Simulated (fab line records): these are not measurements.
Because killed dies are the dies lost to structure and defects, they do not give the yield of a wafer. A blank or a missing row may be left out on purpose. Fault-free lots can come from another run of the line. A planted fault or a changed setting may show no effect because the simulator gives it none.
A lot that was struck, set against a sound lot || flow gf180mcu || 15 out of 602 route steps
Sound: the wafers L139.4, L139.5, L139.6. Struck: wafers L129.3, L129.4. (L129.6 of the same lot was not struck and is left out.) The cause comes at the end.
Per side, at each step with rows, come the tool, then ch with its chambers, and then its first start. Under that, the readings that differ: sound wafers || struck wafers || difference of the means || sigmas: that difference in standard deviations of wafers without a fault.
alike: words and numbers the same on both sides, and readings whose means are apart by under 2 such deviations; not compared: readings that were withheld, readings missing a value for some wafer, numbers with overlapping values and no deviation given by the record, and bounds like >300 which may hide the same value.
A row with sigmas, a row that says differs or no value, or rows on one side alone: a step with any of these is where the two part. Non-overlapping numbers with no deviation appear without sigmas and do not part them. A reading missing from all wafers of one side parts the sides only when that side holds two or more wafers.

first, 2 steps without rows for these wafers: GF_V4_SPUTTER_22 (material TiN, target thk 10 nm, time 40 s); GF_V4_CVD_23 (deposits W, target thk 350 nm, time 104.9 s).
GF_V4_RS_MEAS_24: uses a four-point probe to measure.
  struck on film metro-02, day 27 04:35; sound on film metro-04, day 30 13:46
  alike: V4_W_RS
GF_V4_THK_MEAS_25: measures by xrf.
  struck on film metro-02, day 27 04:41; sound on film metro-04, day 30 13:52
  alike: V4_W_THK
then, 3 steps without rows for these wafers: GF_V4_CMP_26 (polishes, stops on SiO2, t overpolish 15 s, target thk 0 nm); GF_MIM_SPUTTER_00 (material Ti, target thk 37.5 nm, time 150 s); GF_MIM_SPUTTER_01 (material TiN, target thk 30 nm, time 25 s).
GF_MIM_SPUTTER_02: material AlCu, target thk 450 nm, time 23.9 s.
  struck on pvd sputter-04, day 27 05:10; sound on pvd sputter-02, day 30 14:19
{"reading": "throttle valve pct (%)", "sound": "30.6 30.8 29.6", "struck": "28.5 28.4", "difference": -1.9, "sigmas": -2}
  alike: cathode dc power W, chamber pressure pa
GF_MIM_SPUTTER_03: material Ti, target thk 10 nm, time 6.7 s.
  struck on pvd sputter-04, day 27 05:11; sound on pvd sputter-02, day 30 14:21
{"reading": "throttle valve pct (%)", "sound": "30.4 30.7 29.6", "struck": "28.8 28.4", "difference": -1.6, "sigmas": -2}
  alike: cathode dc power W, chamber pressure pa, substrate temp c
GF_MIM_SPUTTER_04: material TiN, target thk 50 nm, time 41.7 s.
  struck on pvd sputter-04, day 27 05:13; sound on pvd sputter-02, day 30 14:22
{"reading": "throttle valve pct (%)", "sound": "30.4 30.8 29.6", "struck": "28.5 28.5", "difference": -1.8, "sigmas": -2}
  alike: cathode dc power W, chamber pressure pa
GF_MIM_CVD_05: deposits Si3N4, target thk 42 nm, time 29.086 s.
  sound on pecvd-01 ch 0,1,2, day 30 14:26; struck on pecvd-01 ch 0,2, day 27 05:15
  alike: heater power w
GF_MIM_THK_MEAS_06:
  struck on film metro-01, day 27 05:19; sound on film metro-03, day 30 14:28
  alike: MIM_CVD_05_THK
GF_MIM_SPUTTER_07: material TiN, target thk 60 nm, time 50 s.
  struck on pvd sputter-02, day 27 05:21; sound on pvd sputter-04, day 30 14:30
{"reading": "model.TiN_of_MIM_SPUTTER_07.thk nm (nm)", "sound": "59.95 59.56 59.8", "struck": "63.11 62.25", "difference": "+2.91", "sigmas": ""}
  alike: cathode dc power W, chamber pressure pa, throttle valve pct
GF_MIM_SPUTTER_08: material AlCu, target thk 200 nm, time 10.6 s.
  struck on pvd sputter-02, day 27 05:23; sound on pvd sputter-04, day 30 14:33
  alike: cathode dc power W, chamber pressure pa, throttle valve pct
-- the record jumps here: 4 days lie between the struck wafers' starts before and after (it left off in module MIM and takes up again in module PASSIVATION, whose first step shown is number 602 of the route) --
GF_PASSIVATION_PROBE_99:
  the record has rows for the struck wafers here (prober-01, day 31 09:57) and none for the sound ones

WHERE THEY PART
Last at GF_PASSIVATION_PROBE_99 as far as this record goes, first at GF_MIM_SPUTTER_02.

WHY: the cause the simulator had injected
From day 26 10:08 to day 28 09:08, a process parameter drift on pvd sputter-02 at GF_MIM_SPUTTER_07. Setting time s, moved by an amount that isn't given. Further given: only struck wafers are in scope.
